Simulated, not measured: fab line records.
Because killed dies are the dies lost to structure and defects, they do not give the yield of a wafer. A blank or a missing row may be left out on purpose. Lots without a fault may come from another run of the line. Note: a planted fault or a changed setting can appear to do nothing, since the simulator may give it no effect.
A lot that was struck, set against a sound lot ; flow sky130 ; 15 out of 708 route steps
Sound: wafers L369.1, L369.2, L369.3. Wafers L386.1, L386.2, L386.5 were the ones struck. The cause is given at the end.
Per side, at each step with rows, come the tool, then ch with its chambers, and then its first start. Under that, the readings that differ: sound wafers ; struck wafers ; difference of the means ; sigmas: that difference in standard deviations of wafers without a fault.
alike: readings with means less than 2 such deviations apart, plus words and numbers identical on both sides. not compared: withheld readings, readings lacking a value on some wafer, bounds such as >300 that could conceal the same value, and numbers that have no deviation in the record and whose values overlap.
The two part at a step that has a row with sigmas, a row that says differs or no value, or rows on one side only. Numbers that have no deviation but don't overlap get no sigmas and don't part them. A reading missing from all wafers of one side parts the sides only when that side holds two or more wafers.

first, 1 step without rows for these wafers: SKY_LDD_HVP_IMPLANT_08.
SKY_LDD_HVP_STRIP_09: strips in O2/N2.
  sound on plasma_asher-03 ch 0,1, day 21 20:46; struck on plasma_asher-03 ch 0,1, day 28 03:15
  alike: drypump_motor_current_A, oes_product_au, strip_time_to_endpoint_s
  not compared: rf_hours_counter_h
SKY_LDD_HVP_TW_MEAS_10:
  struck on film_metro-03, day 28 03:21; sound on film_metro-03, day 21 20:52
  alike: LDD_HVP_TW
then, 7 steps without rows for these wafers: SKY_LDD_LDN_DEHYDRATE_00 (time 60 s); SKY_LDD_LDN_HMDS_01 (prime time 60 s); SKY_LDD_LDN_COAT_02 (resist thk 1140 nm); SKY_LDD_LDN_SOFTBAKE_03 (time 60 s); SKY_LDD_LDN_EXPOSE_04 (exposes mask LDNTM, target cd 700 nm); SKY_LDD_LDN_PEB_05; SKY_LDD_LDN_DEVELOP_06 (develop time 60 s).
SKY_LDD_LDN_OVL_MEAS_07:
  struck on overlay-01, day 29 07:43; sound on overlay-01, day 23 03:31
  alike: LDD_LDN_OVL
next, for these wafers, 1 step has no rows: SKY_LDD_LDN_IMPLANT_08.
SKY_LDD_LDN_IMPLANT_09:
  sound on implanter-03 ch 0, day 23 03:42; struck on implanter-01 ch 0, day 29 07:54
reading;sound;struck;difference;sigmas
beam_energy_keV;14.995 15.000 15.002;17.988 17.994 17.994;+2.993;+99 or more
model.implant.rp_nm (nm);12.61 12.61 12.61;14.24 14.24 14.24;+1.63;
model.implant.drp_nm (nm);5.933 5.933 5.933;6.708 6.708 6.708;+0.775;
  alike: dose_ions_cm2
next, for these wafers, 1 step has no rows: SKY_LDD_LDN_IMPLANT_10.
-- a jump in the record: the struck wafers' starts before and after are 21 days apart (it breaks off in module LDD_LDN and resumes in module PAD_OPEN, where the first step shown is number 708 of the route) --
SKY_PAD_OPEN_PROBE_99:
  struck on prober-02, day 50 05:16; sound on prober-02, day 46 03:38
reading;sound;struck;difference;sigmas
model.etest.tip_sonos.rs_ohm_sq;2770 2762 2726;2663 2643 2662;-97;
  alike: killed_at_M0_to_M3, killed_at_M4_up, killed_at_contacts, killed_at_front_end, killed_at_other, killed_dies, killed_open, killed_short

== WHERE THEY PART ==
At SKY_LDD_LDN_IMPLANT_09 and nowhere else, as far as this record goes. Later steps at which nothing parts them and some readings are alike: SKY_PAD_OPEN_PROBE_99.

WHY: what had been put in by the simulator
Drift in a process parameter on implanter-01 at SKY_LDD_LDN_IMPLANT_09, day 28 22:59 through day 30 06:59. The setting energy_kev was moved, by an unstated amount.
